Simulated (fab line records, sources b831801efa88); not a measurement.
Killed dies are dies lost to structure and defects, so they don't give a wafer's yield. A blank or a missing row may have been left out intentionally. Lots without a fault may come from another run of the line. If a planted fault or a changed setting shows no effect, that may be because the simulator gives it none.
fab line records + flow sfqLine
record:
- lots: 6
- wafers: 18
- lastDay: 78
route steps=325 shown JJ@193 M5@198
lots with no fault: from the same line, run without faults
startH: the number of hours between the record's first day and the start of the first shown wafer of the lot + waitH: hours from the lot's prior step to this one + " unchanged from the row above + L1.1+2: a row that stands for several wafers + - no value, or no start was given + * or withheld: withheld + < > ~ a bound
route shown NAME@n: names a module that has steps shown in the file, with the first one's number in the route + usual: mean/standard deviation of fault-free wafers + same: alike in all rows + chamber/n: place in a boat + sites: the reading at each site + _std_site: standard deviation of those values + _edge_site: mean of outer sites minus mean of inner sites + radiusMm: for every site, how far away it sits from the centre of the wafer + mask NAME#n: copy n + behind: the most recent tool/chamber to have shaped the wafer + hold: what put the lot on hold/how long, in hours/how the hold closed + device: whichever transistor did not switch (one of n, p or np) + end of line: tests run on the same wafers once the route is complete + a step without rows: its recipe alone + killed: count of dies lost to structure and defects at first sort (not the wafer's yield) + map: the dies of a wafer, with x for killed, . for not killed, _ for no die there
set.NAME: the setting as run; set.NAME@STEP: as run at that earlier step + model.NAME: the simulator's own value behind a step, which no gauge read
a table for each step, a row for each wafer; lots at some steps of the route
services: a tool's chamber out of use, with start hour (startH, from the record's first day; less than 0 if before it), hours out, and reason
== steps ==
step: SFQ_TRILAYER_JJ_CE_BARC_OPEN_RIE_150
recipe:
- maskMaterial: PR
- chemistry: O2
- targetDepthNm: 240
- target: BARC
- icpW: 600
- biasW: 80
- pressureMtorr: 10
- timeS: 80
usual:
- chamberPressureMTorr: 9.999/0.013
- drypumpMotorCurrentA: 6.18/0.24
- oesProductAu: 0.538/0.0044
- rfFwdPowerW: 596.3/2
| lot.wafer | tool        | chamber | startH  | waitH | chamberPressureMTorr | drypumpMotorCurrentA | oesProductAu | rfFwdPowerW | rfHoursCounterH |
|-----------|-------------|---------|---------|-------|----------------------|----------------------|--------------|-------------|-----------------|
| L613.4    | rieMetal-03 | 1       | 1042.35 | 0.5   | 9.987                | 6.59                 | 0.540        | 595.0       | -               |
| L613.5    | "           | 1       | "       | "     | 9.990                | 6.59                 | 0.538        | 591.7       | -               |
| L613.6    | "           | 1       | "       | "     | 9.977                | 6.56                 | 0.539        | 593.6       | -               |
| L617.1    | rieMetal-01 | 0       | 1097.30 | 1.0   | 10.005               | 6.16                 | 0.542        | 595.9       | 12              |
| L617.2    | "           | 1       | "       | "     | 10.000               | 6.32                 | 0.539        | 594.1       | 173             |
| L617.4    | "           | 0       | "       | "     | 9.997                | 6.18                 | 0.534        | 595.7       | -               |
| L622.1    | rieMetal-03 | 1       | 1128.00 | 1.0   | 9.989                | 6.63                 | 0.536        | 595.1       | 145             |
| L622.4    | "           | 0       | "       | "     | 9.990                | 5.92                 | 0.536        | 591.6       | -               |
| L622.5    | "           | 1       | "       | "     | 10.005               | 6.61                 | 0.536        | 596.0       | -               |
| L626.2    | rieMetal-01 | 0       | 1155.60 | 0.8   | 10.004               | 6.22                 | 0.542        | 594.6       | 26              |
| L626.4    | "           | 0       | "       | "     | 10.014               | 6.20                 | 0.535        | 595.4       | -               |
| L626.5    | "           | 0       | "       | "     | 10.000               | 6.21                 | 0.542        | 597.0       | -               |
| L632.1    | rieMetal-04 | 0       | 1185.60 | 1.0   | 10.004               | 5.84                 | 0.539        | 595.8       | 30              |
| L632.2    | "           | 1       | "       | "     | 9.989                | 6.09                 | 0.542        | 594.6       | 61              |
| L632.5    | "           | 1       | "       | "     | 9.996                | 6.09                 | 0.539        | 597.8       | -               |
| L633.1    | rieMetal-03 | 0       | 1194.00 | 1.0   | 10.008               | 5.89                 | 0.538        | 597.6       | 25              |
| L633.2    | "           | 1       | "       | "     | 10.010               | 6.56                 | 0.540        | 593.8       | 157             |
| L633.5    | "           | 0       | "       | "     | 9.991                | 5.91                 | 0.539        | 596.5       | -               |
step: SFQ_TRILAYER_JJ_CE_ETCH_RIE_118
recipe:
- target: Nb
- stopOn: Al2O3
- maskMaterial: PR
- taperDeg: 13.257
- overEtchFrac: 0.15
- timeS: 97.7
- chemistry: SF6
- targetDepthNm: 170
- icpW: 600
- biasW: 80
- pressureMtorr: 10
usual:
- chamberPressureMTorr: 10.000/0.0092
- drypumpMotorCurrentA: 6.17/0.24
- oesProductAu: 0.983/0.01
- rfFwdPowerW: 596.9/1.9
| lot.wafer | tool        | chamber | startH  | waitH | chamberPressureMTorr | drypumpMotorCurrentA | oesProductAu | rfFwdPowerW | rfHoursCounterH |
|-----------|-------------|---------|---------|-------|----------------------|----------------------|--------------|-------------|-----------------|
| L613.4    | rieMetal-03 | 1       | 1042.55 | 0.2   | 10.004               | 6.59                 | 0.988        | 596.8       | -               |
| L613.5    | "           | 1       | "       | "     | 9.993                | 6.59                 | 0.988        | 596.2       | -               |
| L613.6    | "           | 1       | "       | "     | 10.016               | 6.63                 | 0.994        | 596.3       | -               |
| L617.1    | rieMetal-01 | 0       | 1097.39 | 0.1   | 9.992                | 6.20                 | 0.989        | 599.0       | 12              |
| L617.2    | "           | 1       | "       | "     | 9.988                | 6.35                 | 0.990        | 595.8       | 174             |
| L617.4    | "           | 0       | "       | "     | 9.969                | 6.21                 | 0.991        | 600.4       | -               |
| L622.1    | rieMetal-03 | 1       | 1128.09 | 0.1   | 10.008               | 6.57                 | 0.989        | 595.7       | 145             |
| L622.4    | "           | 0       | "       | "     | 10.002               | 5.89                 | 0.982        | 600.6       | -               |
| L622.5    | "           | 1       | "       | "     | 10.011               | 6.61                 | 0.979        | 594.9       | -               |
| L626.2    | rieMetal-01 | 0       | 1155.69 | 0.1   | 9.991                | 6.21                 | 0.973        | 594.8       | 26              |
| L626.4    | "           | 0       | "       | "     | 10.003               | 6.18                 | 0.998        | 593.5       | -               |
| L626.5    | "           | 0       | "       | "     | 10.011               | 6.19                 | 0.991        | 593.2       | -               |
| L632.1    | rieMetal-04 | 0       | 1185.69 | 0.1   | 10.003               | 5.86                 | 0.984        | 593.5       | 30              |
| L632.2    | "           | 1       | "       | "     | 10.001               | 6.09                 | 0.974        | 597.9       | 61              |
| L632.5    | "           | 1       | "       | "     | 10.001               | 6.10                 | 0.972        | 600.1       | -               |
| L633.1    | rieMetal-03 | 0       | 1194.09 | 0.1   | 10.011               | 5.89                 | 0.995        | 596.7       | 25              |
| L633.2    | "           | 1       | "       | "     | 10.005               | 6.59                 | 0.993        | 596.9       | 157             |
| L633.5    | "           | 0       | "       | "     | 9.987                | 5.89                 | 0.987        | 597.5       | -               |
step: SFQ_TRILAYER_JJ_ANODIZE_ANODIZE_119
recipe:
- currentDensityMaCm2: withheld
- endCurrentDensityMaCm2: withheld
- bathTempC: withheld
step: SFQ_TRILAYER_JJ_CE_STRIP_STRIP_120
recipe:
- gas: O2
- powerW: 200
- platenTempC: 40
- overashFraction: 0.65
- chemistry: O2
- pressureMtorr: 50
usual:
- chamberPressureMTorr: 50.00/0.046
- drypumpMotorCurrentA: 6.20/0.27
- oesProductAu: 0.994/0.014
| lot.wafer | tool        | chamber | startH  | waitH | chamberPressureMTorr | drypumpMotorCurrentA | oesProductAu | rfHoursCounterH |
|-----------|-------------|---------|---------|-------|----------------------|----------------------|--------------|-----------------|
| L613.4    | rieMetal-01 | 0       | 1043.35 | 0.2   | 50.02                | 6.23                 | 0.993        | -               |
| L613.5    | "           | 0       | "       | "     | 50.02                | 6.24                 | 0.985        | -               |
| L613.6    | "           | 1       | "       | "     | 50.02                | 6.36                 | 1.015        | -               |
| L617.1    | rieMetal-04 | 1       | 1098.09 | 0.0   | 49.99                | 6.10                 | 0.960        | 45              |
| L617.2    | "           | 0       | "       | "     | 50.08                | 5.85                 | 0.985        | 14              |
| L617.4    | "           | 0       | "       | "     | 49.97                | 5.85                 | 0.983        | -               |
| L622.1    | rieMetal-01 | 0       | 1128.70 | 0.0   | 49.99                | 6.21                 | 0.997        | 20              |
| L622.4    | "           | 0       | "       | "     | 49.96                | 6.22                 | 0.994        | -               |
| L622.5    | "           | 0       | "       | "     | 49.98                | 6.20                 | 0.998        | -               |
| L626.2    | rieMetal-03 | 1       | 1156.30 | 0.0   | 49.99                | 6.60                 | 0.997        | 150             |
| L626.4    | "           | 1       | "       | "     | 49.98                | 6.58                 | 0.995        | -               |
| L626.5    | "           | 0       | "       | "     | 49.91                | 5.93                 | 0.992        | -               |
| L632.1    | rieMetal-03 | 1       | 1186.30 | 0.0   | 49.93                | 6.63                 | 0.989        | 156             |
| L632.2    | "           | 0       | "       | "     | 49.97                | 5.93                 | 1.004        | 24              |
| L632.5    | "           | 1       | "       | "     | 50.02                | 6.62                 | 0.999        | -               |
| L633.1    | rieMetal-03 | 1       | 1194.70 | 0.0   | 50.01                | 6.59                 | 0.980        | 157             |
| L633.2    | "           | 0       | "       | "     | 49.91                | 5.92                 | 1.002        | 25              |
| L633.5    | "           | 0       | "       | "     | 50.08                | 5.91                 | 1.005        | -               |
step: SFQ_TRILAYER_JJ_CE_STRIP_SOLV_CLEAN_121
recipe:
- chemistry: NMP
- tempC: 70
- timeS: 600
step: SFQ_TRILAYER_M5_LITHO_COAT_128
recipe:
- resist: BARC
- spinRpm: 3000
- resistThkNm: 62
step: SFQ_TRILAYER_M5_LITHO_COAT_123
recipe:
- resist: KrF
- spinRpm: 3000
- resistThkNm: 600
step: SFQ_TRILAYER_M5_LITHO_SOFTBAKE_127
recipe:
- tempC: withheld
- timeS: withheld
- resist: KrF
step: SFQ_TRILAYER_M5_LITHO_EXPOSE_124
recipe:
- maskId: M5
- na: 0.6
- sourceShape: conventional
- sigmaOuter: 0.65
- targetCdNm: 700
- doseMj: 14.4
step: SFQ_TRILAYER_M5_LITHO_PEB_126
recipe:
- pebTempC: 115
- pebTimeS: 60
- resist: KrF
step: SFQ_TRILAYER_M5_LITHO_DEVELOP_125
recipe:
- timeS: 60
- resist: KrF
step: SFQ_M5_OVL_MEAS_932
usual:
- M5_OVL: 0/5.2
| lot.wafer | tool       | chamber | startH  | waitH | M5_OVL[nm] |
|-----------|------------|---------|---------|-------|------------|
| L613.4    | overlay-02 | -       | 1085.07 | 0.1   | 5          |
| L613.5    | "          | -       | "       | "     | 10         |
| L613.6    | "          | -       | "       | "     | 6          |
| L617.1    | overlay-01 | -       | 1145.05 | 0.1   | 8          |
| L617.2    | "          | -       | "       | "     | 8          |
| L617.4    | "          | -       | "       | "     | 9          |
| L622.1    | overlay-01 | -       | 1181.07 | 0.1   | -11        |
| L622.4    | "          | -       | "       | "     | -9         |
| L622.5    | "          | -       | "       | "     | -7         |
| L626.2    | overlay-02 | -       | 1207.26 | 0.1   | -3         |
| L626.4    | "          | -       | "       | "     | -1         |
| L626.5    | "          | -       | "       | "     | 1          |
| L632.1    | overlay-01 | -       | 1244.80 | 0.1   | 0          |
| L632.2    | "          | -       | "       | "     | -7         |
| L632.5    | "          | -       | "       | "     | -4         |
| L633.1    | overlay-02 | -       | 1252.00 | 0.1   | -2         |
| L633.2    | "          | -       | "       | "     | 8          |
| L633.5    | "          | -       | "       | "     | -3         |
step: SFQ_TRILAYER_M5_BARC_OPEN_METAL_ETCH_161
recipe:
- maskMaterial: PR
- chemistry: O2
- targetDepthNm: 125
- target: BARC
- icpW: 600
- biasW: 80
- pressureMtorr: 10
- timeS: 41.7
usual:
- chamberPressureMTorr: 10.000/0.0077
- drypumpMotorCurrentA: 6.1/0.34
- oesProductAu: 0.685/0.005
- rfFwdPowerW: 593.5/2.7
| lot.wafer | tool        | chamber | startH  | waitH | chamberPressureMTorr | drypumpMotorCurrentA | oesProductAu | rfFwdPowerW | rfHoursCounterH | model.KrF_of_TRILAYER_M5_LITHO_COAT_123.thkNm |
|-----------|-------------|---------|---------|-------|----------------------|----------------------|--------------|-------------|-----------------|-----------------------------------------------|
| L613.4    | rieMetal-03 | 0       | 1085.11 | 0.0   | 9.996                | 5.9                  | 0.685        | 596.1       | -               | 523                                           |
| L613.5    | "           | 0       | "       | "     | 9.993                | 5.9                  | 0.687        | 593.4       | -               | 522.6                                         |
| L613.6    | "           | 1       | "       | "     | 9.978                | 6.6                  | 0.683        | 593.9       | -               | 523.9                                         |
| L617.1    | rieMetal-02 | 1       | 1145.09 | 0.0   | 10.007               | 5.8                  | 0.673        | 591.2       | 25              | 524.8                                         |
| L617.2    | "           | 0       | "       | "     | 9.997                | 5.5                  | 0.685        | 589.7       | 113             | 525.2                                         |
| L617.4    | "           | 0       | "       | "     | 9.999                | 5.6                  | 0.680        | 587.1       | -               | 523.1                                         |
| L622.1    | rieMetal-03 | 0       | 1181.10 | 0.0   | 10.005               | 5.9                  | 0.683        | 595.1       | 23              | 535.2                                         |
| L622.4    | "           | 1       | "       | "     | 10.007               | 6.6                  | 0.688        | 592.8       | -               | 537                                           |
| L622.5    | "           | 1       | "       | "     | 10.013               | 6.6                  | 0.681        | 593.8       | -               | 525.8                                         |
| L626.2    | rieMetal-03 | 0       | 1207.29 | 0.0   | 10.007               | 5.9                  | 0.682        | 596.1       | 27              | 521.3                                         |
| L626.4    | "           | 0       | "       | "     | 10.000               | 5.9                  | 0.690        | 592.1       | -               | 533.4                                         |
| L626.5    | "           | 1       | "       | "     | 10.000               | 6.6                  | 0.680        | 594.1       | -               | 522.7                                         |
| L632.1    | rieMetal-01 | 0       | 1244.83 | 0.0   | 10.018               | 6.2                  | 0.687        | 597.1       | 42              | 525.4                                         |
| L632.2    | "           | 1       | "       | "     | 9.994                | 6.4                  | 0.677        | 596.3       | 20              | 524.4                                         |
| L632.5    | "           | 1       | "       | "     | 10.001               | 6.3                  | 0.681        | 595.5       | -               | 523.5                                         |
| L633.1    | rieMetal-02 | 0       | 1252.03 | 0.0   | 10.007               | 5.6                  | 0.689        | 592.5       | 132             | 523.1                                         |
| L633.2    | "           | 1       | "       | "     | 10.001               | 5.7                  | 0.688        | 591.7       | 44              | 520.9                                         |
| L633.5    | "           | 0       | "       | "     | 9.994                | 5.6                  | 0.688        | 590.9       | -               | 520.8                                         |
step: SFQ_TRILAYER_M5_ETCH_METAL_ETCH_126
recipe:
- target: Nb
- stopOn: SiO2
- maskMaterial: PR
- overEtchFrac: 0.15
- timeS: 203.2
- chemistry: Cl2/BCl3
- targetDepthNm: 265
- icpW: 600
- biasW: 80
- pressureMtorr: 10
usual:
- chamberPressureMTorr: 10.000/0.011
- drypumpMotorCurrentA: 6.0/0.34
- oesProductAu: 0.730/0.0065
- rfFwdPowerW: 597.6/1.9
| lot.wafer | tool        | chamber | startH  | waitH | chamberPressureMTorr | drypumpMotorCurrentA | oesProductAu | rfFwdPowerW | rfHoursCounterH | model.KrF_of_TRILAYER_M5_LITHO_COAT_123.thkNm |
|-----------|-------------|---------|---------|-------|----------------------|----------------------|--------------|-------------|-----------------|-----------------------------------------------|
| L613.4    | rieMetal-03 | 0       | 1085.21 | 0.1   | 10.002               | 5.9                  | 0.731        | 598.5       | -               | 370                                           |
| L613.5    | "           | 0       | "       | "     | 9.988                | 5.9                  | 0.732        | 595.4       | -               | 369.7                                         |
| L613.6    | "           | 1       | "       | "     | 9.998                | 6.6                  | 0.719        | 596.9       | -               | 369.9                                         |
| L617.1    | rieMetal-02 | 1       | 1145.15 | 0.0   | 9.998                | 5.8                  | 0.725        | 597.3       | 25              | 370.7                                         |
| L617.2    | "           | 0       | "       | "     | 10.012               | 5.5                  | 0.722        | 597.5       | 113             | 372.4                                         |
| L617.4    | "           | 0       | "       | "     | 9.992                | 5.6                  | 0.727        | 597.3       | -               | 371.2                                         |
| L622.1    | rieMetal-03 | 0       | 1181.16 | 0.0   | 9.987                | 5.9                  | 0.723        | 595.7       | 23              | 381.2                                         |
| L622.4    | "           | 1       | "       | "     | 9.990                | 6.6                  | 0.721        | 599.7       | -               | 384.8                                         |
| L622.5    | "           | 1       | "       | "     | 9.999                | 6.6                  | 0.732        | 596.1       | -               | 372.6                                         |
| L626.2    | rieMetal-03 | 0       | 1207.35 | 0.0   | 9.994                | 5.9                  | 0.724        | 594.6       | 27              | 368.9                                         |
| L626.4    | "           | 0       | "       | "     | 9.988                | 5.9                  | 0.723        | 596.7       | -               | 380.8                                         |
| L626.5    | "           | 1       | "       | "     | 10.009               | 6.6                  | 0.724        | 598.2       | -               | 372.6                                         |
| L632.1    | rieMetal-01 | 0       | 1244.89 | 0.0   | 9.990                | 6.2                  | 0.737        | 596.2       | 42              | 377.1                                         |
| L632.2    | "           | 1       | "       | "     | 9.968                | 6.3                  | 0.731        | 598.9       | 20              | 372.2                                         |
| L632.5    | "           | 1       | "       | "     | 9.997                | 6.3                  | 0.720        | 599.1       | -               | 370.9                                         |
| L633.1    | rieMetal-02 | 0       | 1252.09 | 0.0   | 10.009               | 5.6                  | 0.742        | 592.2       | 132             | 373.9                                         |
| L633.2    | "           | 1       | "       | "     | 10.008               | 5.8                  | 0.738        | 596.7       | 44              | 365.8                                         |
| L633.5    | "           | 0       | "       | "     | 10.016               | 5.6                  | 0.738        | 594.8       | -               | 370.3                                         |
step: SFQ_TRILAYER_M5_STRIP_STRIP_127
recipe:
- gas: O2
- powerW: 200
- platenTempC: 40
- overashFraction: 0.65
- chemistry: O2
- pressureMtorr: 50
usual:
- chamberPressureMTorr: 50.00/0.046
- drypumpMotorCurrentA: 6.0/0.34
- oesProductAu: 1.004/0.011
| lot.wafer | tool        | chamber | startH  | waitH | chamberPressureMTorr | drypumpMotorCurrentA | oesProductAu | rfHoursCounterH |
|-----------|-------------|---------|---------|-------|----------------------|----------------------|--------------|-----------------|
| L613.4    | rieMetal-03 | 0       | 1085.54 | 0.3   | 50.01                | 5.9                  | 1.016        | -               |
| L613.5    | "           | 0       | "       | "     | 50.05                | 5.9                  | 1.017        | -               |
| L613.6    | "           | 1       | "       | "     | 50.03                | 6.6                  | 1.001        | -               |
| L617.1    | rieMetal-02 | 1       | 1145.34 | 0.1   | 49.99                | 5.7                  | 1.007        | 25              |
| L617.2    | "           | 0       | "       | "     | 50.02                | 5.5                  | 0.995        | 113             |
| L617.4    | "           | 0       | "       | "     | 49.97                | 5.6                  | 0.995        | -               |
| L622.1    | rieMetal-03 | 0       | 1181.36 | 0.1   | 50.00                | 5.9                  | 1.006        | 23              |
| L622.4    | "           | 1       | "       | "     | 50.11                | 6.6                  | 1.015        | -               |
| L622.5    | "           | 1       | "       | "     | 49.95                | 6.6                  | 1.001        | -               |
| L626.2    | rieMetal-03 | 0       | 1207.54 | 0.1   | 50.07                | 5.9                  | 0.997        | 28              |
| L626.4    | "           | 0       | "       | "     | 50.01                | 5.9                  | 1.007        | -               |
| L626.5    | "           | 1       | "       | "     | 49.92                | 6.6                  | 0.996        | -               |
| L632.1    | rieMetal-01 | 0       | 1245.09 | 0.1   | 49.91                | 6.2                  | 0.995        | 42              |
| L632.2    | "           | 1       | "       | "     | 50.03                | 6.3                  | 1.008        | 21              |
| L632.5    | "           | 1       | "       | "     | 50.06                | 6.4                  | 1.002        | -               |
| L633.1    | rieMetal-02 | 0       | 1252.29 | 0.1   | 50.01                | 5.5                  | 1.004        | 133             |
| L633.2    | "           | 1       | "       | "     | 50.07                | 5.8                  | 1.017        | 45              |
| L633.5    | "           | 0       | "       | "     | 49.99                | 5.6                  | 0.999        | -               |
== services ==
| tool        | chamber | startH  | hours | kind                        |
|-------------|---------|---------|-------|-----------------------------|
| rieMetal-03 | 0       | 1031.05 | -     | clean                       |
| rieMetal-03 | 0       | 1031.05 | 19.9  | scheduledDown               |
| rieMetal-03 | 0       | 1031.05 | 19.9  | ventCycle                   |
| rieMetal-04 | -       | 1066.67 | 2.8   | pm                          |
| rieMetal-03 | -       | 1077.54 | 2.8   | pm                          |
| rieMetal-01 | 1       | 1115.55 | -     | clean                       |
| rieMetal-01 | 1       | 1115.55 | -     | consumableReplace:focusRing |
| rieMetal-01 | 1       | 1115.55 | 21.2  | scheduledDown               |
| rieMetal-01 | 1       | 1115.55 | 21.2  | ventCycle                   |
| rieMetal-02 | -       | 1162.14 | 0.8   | repair                      |
| rieMetal-02 | -       | 1173.36 | 0.6   | repair                      |
| rieMetal-01 | -       | 1229.24 | 0.1   | repair                      |
| rieMetal-01 | 0       | 1229.78 | 2.9   | repair                      |
| rieMetal-03 | 1       | 1240.55 | -     | clean                       |
| rieMetal-03 | 1       | 1240.55 | -     | consumableReplace:focusRing |
| rieMetal-03 | 1       | 1240.55 | 19.9  | scheduledDown               |
| rieMetal-03 | 1       | 1240.55 | 19.9  | ventCycle                   |
== key ==
firstSign none at tools or gauges
modelEffect:
- step: SFQ_TRILAYER_M5_BARC_OPEN_METAL_ETCH_161
- value: KrF_of_TRILAYER_M5_LITHO_COAT_123.thkNm
- without: 522.7
- struck: 535.2
modelEffect:
- step: SFQ_TRILAYER_M5_ETCH_METAL_ETCH_126
- value: KrF_of_TRILAYER_M5_LITHO_COAT_123.thkNm
- without: 369.8
- struck: 382.3
metAt SFQ_TRILAYER_M5_BARC_OPEN_METAL_ETCH_161
struckWafers L622.1,L622.4,L626.4
onsetBetween 1085.11 1181.10
fault:
- kind: processParameterDrift
- tool: rieMetal-03
- chamber: -
- onsetH: 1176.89
- steps: SFQ_TRILAYER_M5_BARC_OPEN_METAL_ETCH_161
- channel: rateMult
- offset: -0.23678
- shape: step
- endH: 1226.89
- scope: struckWafersOnly
